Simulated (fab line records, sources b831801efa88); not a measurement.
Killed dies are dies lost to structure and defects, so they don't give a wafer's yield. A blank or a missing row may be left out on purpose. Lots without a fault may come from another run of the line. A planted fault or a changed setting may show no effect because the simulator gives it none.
Which tool did it? | flow sky130 | 12 lots, 36 wafers sampled, at 5 steps of a route of 708

WHAT THE GAUGES READ, wafer by wafer
SKY_VT_ADJUST_LVTN_OVL_MEAS_18. Usual: VT_ADJUST_LVTN_01_OVL 0.1 nm, standard deviation 1.1.
lot  | measured     | on         | VT_ADJUST_LVTN_01_OVL (nm) | flag
L445 | day 8 00:46  | overlay-02 | 0.4 0.3 0.9                |
L447 | day 8 09:55  | overlay-01 | -0.3 -0.9 -0.1             |
L449 | day 9 02:56  | overlay-02 | 0.5 -1.3 -1.5              |
L450 | day 9 11:32  | overlay-02 | -1.1 1.4 2.1               |
L458 | day 12 01:26 | overlay-02 | 0.9 0.0 -1.2               |
L459 | day 12 07:19 | overlay-02 | 0.6 -1.0 0.5               |
L460 | day 12 08:25 | overlay-02 | -1.1 0.0 -0.3              |
L461 | day 12 12:55 | overlay-02 | 2.1 0.9 0.5                |
L462 | day 13 03:32 | overlay-02 | -1.6 -0.9 -0.9             |
L463 | day 13 07:52 | overlay-02 | 2.0 1.9 1.7                |
L464 | day 13 23:07 | overlay-02 | -1.0 -0.7 1.3              |
L467 | day 14 08:38 | overlay-02 | -2.1 -1.2 -2.7             |

SKY_VT_ADJUST_NCORE_CD_MEAS_07: target cd 380 nm. Usual: cd_nm 380.8 nm, standard deviation 2.8.
lot  | measured     | on        | cd_nm (nm)        | flag
L445 | day 8 22:23  | cd_sem-01 | 377.1 381.4 379.6 |
L447 | day 9 07:36  | cd_sem-02 | 379.6 379.3 377.7 |
L449 | day 10 00:34 | cd_sem-01 | 377.2 378.1 376.1 |
L450 | day 10 09:22 | cd_sem-01 | 383.1 382.3 383.9 |
L458 | day 13 02:30 | cd_sem-01 | 381.4 384.1 379.6 |
L459 | day 13 08:11 | cd_sem-01 | 375.5 376.5 377.8 |
L460 | day 13 08:59 | cd_sem-02 | 389.7 386.1 383.9 |
L461 | day 13 14:08 | cd_sem-02 | 383.3 381.6 380.0 |
L462 | day 14 04:45 | cd_sem-02 | 377.5 375.0 377.5 |
L463 | day 14 09:03 | cd_sem-01 | 381.8 381.7 381.4 |
L464 | day 15 02:05 | cd_sem-02 | 380.8 378.9 380.2 |
L467 | day 15 12:38 | cd_sem-01 | 381.5 379.6 380.5 |

SKY_SONOS_TUNNEL_TW_MEAS_12. Usual: SONOS_TUNNEL_TW 197, standard deviation 3.7.
lot  | measured     | on            | SONOS_TUNNEL_TW | flag
L445 | day 11 17:16 | film_metro-01 | 192 192 192     |
L447 | day 12 04:19 | film_metro-03 | 199 200 199     |
L449 | day 13 01:28 | film_metro-03 | 174 174 174     | OFF
L450 | day 13 10:17 | film_metro-03 | 174 174 174     | OFF
L458 | day 16 10:17 | film_metro-01 | 193 193 194     |
L459 | day 16 17:01 | film_metro-01 | 193 193 194     |
L460 | day 16 17:49 | film_metro-03 | 200 201 202     |
L461 | day 16 23:19 | film_metro-01 | 193 192 192     |
L462 | day 17 15:51 | film_metro-02 | 194 194 194     |
L463 | day 17 20:06 | film_metro-03 | 201 201 201     |
L464 | day 18 13:43 | film_metro-02 | 196 195 196     |
L467 | day 19 01:54 | film_metro-03 | 202 201 201     |

WHICH TOOL RAN EACH LOT (tool, then ch and the chambers of the sampled wafers, then the start)
lot  | SKY_VT_ADJUST_HVTR_STRIP_10          | SKY_SONOS_TUNNEL_IMPLANT_09
L445 | plasma_asher-02 ch 0, day 9 19:37    | implanter-02 ch 0, day 11 16:52
L447 | plasma_asher-03 ch 0,1, day 10 05:50 | implanter-03 ch 0, day 12 03:55
L449 | plasma_asher-04 ch 0,1, day 11 00:05 | implanter-03 ch 0, day 13 00:53
L450 | plasma_asher-03 ch 0,1, day 11 08:59 | implanter-03 ch 0, day 13 09:53
L458 | plasma_asher-03 ch 0,1, day 14 04:14 | implanter-02 ch 0, day 16 09:50
L459 | plasma_asher-04 ch 0,1, day 14 09:53 | implanter-02 ch 0, day 16 16:38
L460 | plasma_asher-03 ch 0,1, day 14 10:56 | implanter-02 ch 0, day 16 17:23
L461 | plasma_asher-03 ch 0,1, day 14 16:19 | implanter-02 ch 0, day 16 22:55
L462 | plasma_asher-02 ch 0,1, day 15 08:26 | implanter-02 ch 0, day 17 15:26
L463 | plasma_asher-03 ch 0,1, day 15 12:59 | implanter-03 ch 0, day 17 19:43
L464 | plasma_asher-04 ch 0,1, day 16 05:20 | implanter-03 ch 0, day 18 13:17
L467 | plasma_asher-04 ch 0,1, day 16 15:40 | implanter-02 ch 0, day 19 01:26
- SKY_VT_ADJUST_HVTR_STRIP_10: strips in O2/N2.
- SKY_SONOS_TUNNEL_IMPLANT_09

WHAT THE TOOLS THEMSELVES READ (means of the sampled wafers that have a number; where no wafer has one, the mark that the record gives instead)
SKY_VT_ADJUST_HVTR_STRIP_10. Usual: drypump_motor_current_A 5.6 A, standard deviation 0.52; oes_product_au 0.715 a.u., standard deviation 0.0043; strip_time_to_endpoint_s 14.16 s, standard deviation 0.035.
lot  | tool            | drypump_motor_current_A (A) | oes_product_au (a.u.) | strip_time_to_endpoint_s (s) | flag
L445 | plasma_asher-02 | 5.3                         | 0.720                 | 14.15                        |
L447 | plasma_asher-03 | 5.3                         | 0.713                 | 14.26                        |
L449 | plasma_asher-04 | 5.7                         | 0.711                 | 14.11                        |
L450 | plasma_asher-03 | 5.3                         | 0.714                 | 14.20                        |
L458 | plasma_asher-03 | 5.3                         | 0.718                 | 14.15                        |
L459 | plasma_asher-04 | 5.7                         | 0.714                 | 14.14                        |
L460 | plasma_asher-03 | 5.3                         | 0.713                 | 14.12                        |
L461 | plasma_asher-03 | 5.4                         | 0.718                 | 14.18                        |
L462 | plasma_asher-02 | 5.7                         | 0.714                 | 14.16                        |
L463 | plasma_asher-03 | 5.4                         | 0.716                 | 14.14                        |
L464 | plasma_asher-04 | 5.7                         | 0.710                 | 14.18                        |
L467 | plasma_asher-04 | 5.7                         | 0.714                 | 14.20                        |

SKY_SONOS_TUNNEL_IMPLANT_09. Usual: dose_ions_cm2 9.999e+11, standard deviation 1e+09; faraday_current_uA 5.65, standard deviation 0.12.
lot  | tool         | dose_ions_cm2 | faraday_current_uA | flag
L445 | implanter-02 | 9.990e+11     | 5.61               |
L447 | implanter-03 | 1.000e+12     | 5.55               |
L449 | implanter-03 | 5.950e+11     | 3.41               | OFF
L450 | implanter-03 | 5.942e+11     | 3.36               | OFF
L458 | implanter-02 | 1.001e+12     | 5.64               |
L459 | implanter-02 | 9.996e+11     | 5.69               |
L460 | implanter-02 | 1.001e+12     | 5.66               |
L461 | implanter-02 | 1.001e+12     | 5.71               |
L462 | implanter-02 | 1.001e+12     | 5.62               |
L463 | implanter-03 | 9.995e+11     | 5.58               |
L464 | implanter-03 | 9.998e+11     | 5.60               |
L467 | implanter-02 | 9.999e+11     | 5.68               |

THE ANSWER, worked out from the rows above alone
Rule: a lot is off if the mean of its wafers that have a number lies more than 3 standard deviations from the usual mean. A lot without any number at a reading at which 4 lots or more have one is off too. The other lots that the step has rows for count as sound. The gauges are gone through in route order, then the tools' own readings, and for those a lot's mean is taken as printed above. The first step at which some lot is off is used, and at that step the reading that is off furthest; a lot without a number counts as furthest.
Off: L449, L450, at SKY_SONOS_TUNNEL_TW_MEAS_12 (SONOS_TUNNEL_TW).
A tool fits if, at a process step before that reading, it ran every lot that is off, and no sound lot after the first of them. The gauges at SKY_SONOS_TUNNEL_TW_MEAS_12 aren't tried: what is off there is off at SKY_SONOS_TUNNEL_IMPLANT_09 too, on other tools, and a gauge's error can't cause that. None of those tried fits.

WHAT THE SIMULATOR HAD PUT IN
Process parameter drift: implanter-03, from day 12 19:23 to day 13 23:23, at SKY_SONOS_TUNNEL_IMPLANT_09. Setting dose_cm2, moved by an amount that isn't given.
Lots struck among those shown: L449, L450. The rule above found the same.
